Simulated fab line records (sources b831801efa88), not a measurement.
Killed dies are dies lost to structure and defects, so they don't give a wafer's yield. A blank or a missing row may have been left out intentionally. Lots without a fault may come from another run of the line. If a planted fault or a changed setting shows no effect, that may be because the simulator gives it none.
Code-filled problem report in 8D (eight disciplines) form / flow gf180mcu / the parts of the form that need people (team, actions taken, sign-off) are left out

## 1. THE PROBLEM
GF_V5_STRIP_18, oes product au: mean 0.592 a.u. on 2 wafers (1 lot); fault-free wafers 0.568 a.u., standard deviation 0.0053. That puts it +4.5 standard deviations away from the usual mean.
The step: strips in O2/N2.
First seen on wafer L803.3, day 30 02:01, on plasma asher-01. At this step, 38 wafers from 13 lots have a number in the record. The rule behind "out" and "out of limits": a value lying over 4 standard deviations away from the usual mean. Any other wafer with a number is counted as sound.

## 2. WHAT IT IS AND WHAT IT IS NOT
question=which readings at this step | is=oes product au | is not=drypump motor current A, heater power w
question=which lots | is=L803 | is not=L795, L796, L797, L810, L811, L812, L813, L814, L815, L816, L817, L818
question=which wafers of those lots | is=all that have a number | is not=-
question=read on which tools | is=plasma asher-01 | is not=plasma asher-02, plasma asher-03
question=when | is=from day 30 02:01 | is not=up to then (9 sound wafers); but 27 sound wafers of L810, L811, L812, L813, L814, L815, L816, L817, L818 came after

## 3. SUSPECTS, AND WHAT RULES EACH OUT
Counting: a tool stays on the suspect list if, at a process step up to the reading, it processed all lots that are out and no sound lot following the first of them.
- pecvd-04 at GF_V5_CVD_02 (deposits SiO2 from TEOS, target thk 1450 nm, time 163.28 s): ruled out as a lasting fault. Sound lots L811, L818 ran on it after its first lot that is out, L803 (day 29 05:44).
- litho track-02 at GF_V5_COAT_09 (resist thk 1000 nm): ruled out as a lasting fault. Sound lots L816 ran on it after its first lot that is out, L803 (day 29 15:00).
- plasma asher-01 at GF_V5_STRIP_18 (strips in O2/N2): ruled out as a lasting fault. Sound lots L811, L812, L813 ran on it after its first lot that is out, L803 (day 30 02:01).
Left after counting: nothing in the record.

## 4. THE CAUSE (what the simulator had put in)
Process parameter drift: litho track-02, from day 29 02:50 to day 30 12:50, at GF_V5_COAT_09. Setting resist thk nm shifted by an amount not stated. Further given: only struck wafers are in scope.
Counting ruled it out, wrongly: the rule takes a fault to strike every lot that its tool runs from its start on, and this one did not.

## 5. SEQUENCE OF EFFECTS, ordered by route
Each row: a reading whose mean over the struck wafers that have a number lies more than 3 standard deviations from the usual. Scope: only readings with a usual standard deviation given in the record; hours: median across lots of the time from each lot's start at the first step in this table that gives one to its start at this step; sigmas: change in usual standard deviations.
hours=0; step=GF_V5_STRIP_18; reading=oes product au; usual=0.568 a.u.; on struck wafers=0.592; change=+0.024; sigmas=+4.5
Its process steps:
- GF_V5_STRIP_18: strips in O2/N2.

## 6. HOW IT WOULD HAVE BEEN CAUGHT EARLIER
In this record the first reading out of limits was taken at day 30 02:01, 23 hours after the fault began at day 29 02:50.
Of the tool readings at GF_V5_COAT_09 for which the record gives a usual standard deviation, none was out on any struck wafer, so an alarm limit of 4 standard deviations on them would not have fired.
